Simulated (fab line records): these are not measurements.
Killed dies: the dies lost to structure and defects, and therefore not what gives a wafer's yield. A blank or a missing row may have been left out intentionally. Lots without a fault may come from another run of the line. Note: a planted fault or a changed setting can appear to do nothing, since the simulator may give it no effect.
2 desks looking at one fault ; flow gf180mcu ; each desk has only its own numbers; what lay behind them comes last

THE METROLOGY DESK
What the gauges read for every lot (on any tool): the sampled wafers with a number, averaged. A lot is out of limits, marked OUT, if its mean lies more than 4 standard deviations from the usual mean; the brackets give that distance.
Columns: A = DUAL_GATE_OXIDATION_00_THK at GF_DUAL_GATE_THK_MEAS_03, usual 10.87 nm; B = DUAL_GATE_OVL at GF_DUAL_GATE_OVL_MEAS_11, usual -0.8 nm
lot;first seen here;A;B
L855;day 8 22:32;10.81;-1.3
L857;day 9 15:49;10.68;-1.9
L867;day 12 12:24;10.57;-1.6
L868;day 12 20:22;11.19;-1.0
L869;day 13 01:46;11.24;-0.3
L870;day 13 06:26;10.98;0.3
Result from this desk: across the 6 lots, nothing is out of limits.

DESK OF THE TOOL OWNER: furnace-02
The tool's own readings at GF_DUAL_GATE_OXIDATION_15 (stabilise 600 s, purge 300 s, target thk 7.098 nm): means of the sampled wafers that have a number, for each lot that ran on this tool. A lot is out of limits, marked OUT, if its mean lies more than 4 standard deviations from the usual mean; the brackets give that distance.
Columns: A = tube-center-temp-C at GF_DUAL_GATE_OXIDATION_15, usual 850.01 C
lot;first seen here;A
L855;day 9 16:02;850.06
L857;day 10 09:43;850.00
L870;day 14 04:31;849.98
Result from this desk: across the 3 lots, nothing is out of limits.

PUT TOGETHER
From the metrology desk's view, nothing was out of limits.
The desk of the tool owner found nothing out of limits.

WHAT HAD BEEN PUT IN BY THE SIMULATOR
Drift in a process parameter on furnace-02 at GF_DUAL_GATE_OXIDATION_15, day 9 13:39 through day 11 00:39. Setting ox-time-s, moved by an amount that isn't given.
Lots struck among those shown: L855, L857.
